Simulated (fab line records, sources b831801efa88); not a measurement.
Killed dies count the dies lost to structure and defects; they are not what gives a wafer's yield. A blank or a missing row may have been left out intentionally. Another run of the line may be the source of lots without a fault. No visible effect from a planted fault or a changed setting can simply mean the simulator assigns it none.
Commonality check across tools -- flow gf180mcu -- Lots sampled 12, wafers sampled 36

== THE REASON FOR OPENING IT ==
GF_HV_LDD_THK_MEAS_57, reading HV_LDD_CVD_56_THK: flagged on 2 of 12 lots. Wafers without a fault read 89.9 nm, standard deviation 1.
Rule: flag the lot when none of its wafers has a number, or when each of its wafers that has one lies beyond 4 standard deviations from that mean. The other lots count as sound.

lot,measured,on,"HV_LDD_CVD_56_THK (nm), wafer by wafer",flag
L635,day 13 06:35,filmMetro-04,89.1 89.3 89.4,
L636,day 13 12:26,filmMetro-01,89.1 89.3 89.3,
L637,day 13 20:11,filmMetro-02,89.9 90.6 89.8,
L639,day 14 13:38,filmMetro-01,91.1 90.4 90.3,
L641,day 15 05:21,filmMetro-02,90.9 90.4 90.7,
L642,day 15 12:12,filmMetro-02,93.1 93.0 93.0,
L647,day 17 07:05,filmMetro-01,83.7 82.5 83.3,FLAGGED
L648,day 17 16:04,filmMetro-02,81.9 81.7 81.4,FLAGGED
L651,day 18 22:11,filmMetro-01,88.6 88.2 87.7,
L654,day 19 17:21,filmMetro-01,89.9 90.0 89.4,
L656,day 20 09:52,filmMetro-01,89.8 89.9 90.3,
L655,day 20 10:09,filmMetro-04,89.9 89.8 89.2,
On average the flagged lots' numbers are 82.4 nm, which is -7.5 nm against the usual, or -7 standard deviations.

== WHICH TOOL RAN EACH LOT ==
The record holds 2 process steps before the reading, out of a route of 602 steps. In each cell: the tool, then ch and the chambers that the sampled wafers went through, then the start.
lot,flag,GF_STI_CMP_25,GF_HV_LDD_CVD_56
L635,,"cmp-02 ch 0,2,3, day 2 13:51","lpcvd-02 ch 0, day 13 05:08"
L636,,"cmp-02 ch 0,3, day 2 18:55","lpcvd-02 ch 0, day 13 10:58"
L637,,"cmp-02 ch 0,1, day 2 23:50","lpcvd-02 ch 0, day 13 18:46"
L639,,"cmp-02 ch 0,3, day 3 10:53","lpcvd-01 ch 1, day 14 12:11"
L641,,"cmp-01 ch 0,2,3, day 3 21:35","lpcvd-01 ch 0, day 15 03:55"
L642,,"cmp-02 ch 1,2, day 4 02:12","lpcvd-01 ch 0, day 15 10:45"
L647,FLAGGED,"cmp-02 ch 0,2,3, day 5 03:43","lpcvd-01 ch 0, day 17 05:38"
L648,FLAGGED,"cmp-02 ch 0,2,3, day 5 09:02","lpcvd-01 ch 0, day 17 14:38"
L651,,"cmp-01 ch 0,2, day 6 03:05","lpcvd-02 ch 0, day 18 20:46"
L654,,"cmp-01 ch 0,2, day 6 15:34","lpcvd-02 ch 0, day 19 15:55"
L656,,"cmp-01 ch 0,1,3, day 7 03:50","lpcvd-01 ch 1, day 20 07:44"
L655,,"cmp-02 ch 1,2, day 6 20:41","lpcvd-02 ch 1, day 20 08:43"
What is done by these steps:
- GF_STI_CMP_25: polishes, stops on Si3N4, t overpolish 33 s, target thk 524.6 nm.
- GF_HV_LDD_CVD_56: deposits Si3N4 from DCS/NH3, target thk 90 nm, time 1543 s.
- GF_HV_LDD_THK_MEAS_57

== FLAGGED OVER TOTAL, TOOL BY TOOL (the gauges that took the reading come last) ==
step,tool,lots run,flagged,share of the flagged lots,sound lots run after its first flagged lot
GF_STI_CMP_25,cmp-01,4,0,none,-
GF_STI_CMP_25,cmp-02,8,2,all,1 (L655)
GF_HV_LDD_CVD_56,lpcvd-01,6,2,all,1 (L656)
GF_HV_LDD_CVD_56,lpcvd-02,6,0,none,-
GF_HV_LDD_THK_MEAS_57,filmMetro-01,6,1,some,"3 (L651,L654,L656)"
GF_HV_LDD_THK_MEAS_57,filmMetro-02,4,1,some,0
GF_HV_LDD_THK_MEAS_57,filmMetro-04,2,0,none,-

== WHAT THE TABLE PERMITS ==
cmp-02 at GF_STI_CMP_25 and lpcvd-01 at GF_HV_LDD_CVD_56 are the 2 rows of the table that ran each flagged lot.
- cmp-02 at GF_STI_CMP_25: 2 of its 8 lots flagged. Sound lots ran on it after the first flagged one (L655), which a lasting fault on the whole tool wouldn't allow.
- lpcvd-01 at GF_HV_LDD_CVD_56: 2 of its 6 lots flagged. Sound lots ran on it after the first flagged one (L656), which a lasting fault on the whole tool wouldn't allow.
There is no row in the table that ran each flagged lot and no sound lot after the first.

== WHAT WAS PUT IN BY THE SIMULATOR ==
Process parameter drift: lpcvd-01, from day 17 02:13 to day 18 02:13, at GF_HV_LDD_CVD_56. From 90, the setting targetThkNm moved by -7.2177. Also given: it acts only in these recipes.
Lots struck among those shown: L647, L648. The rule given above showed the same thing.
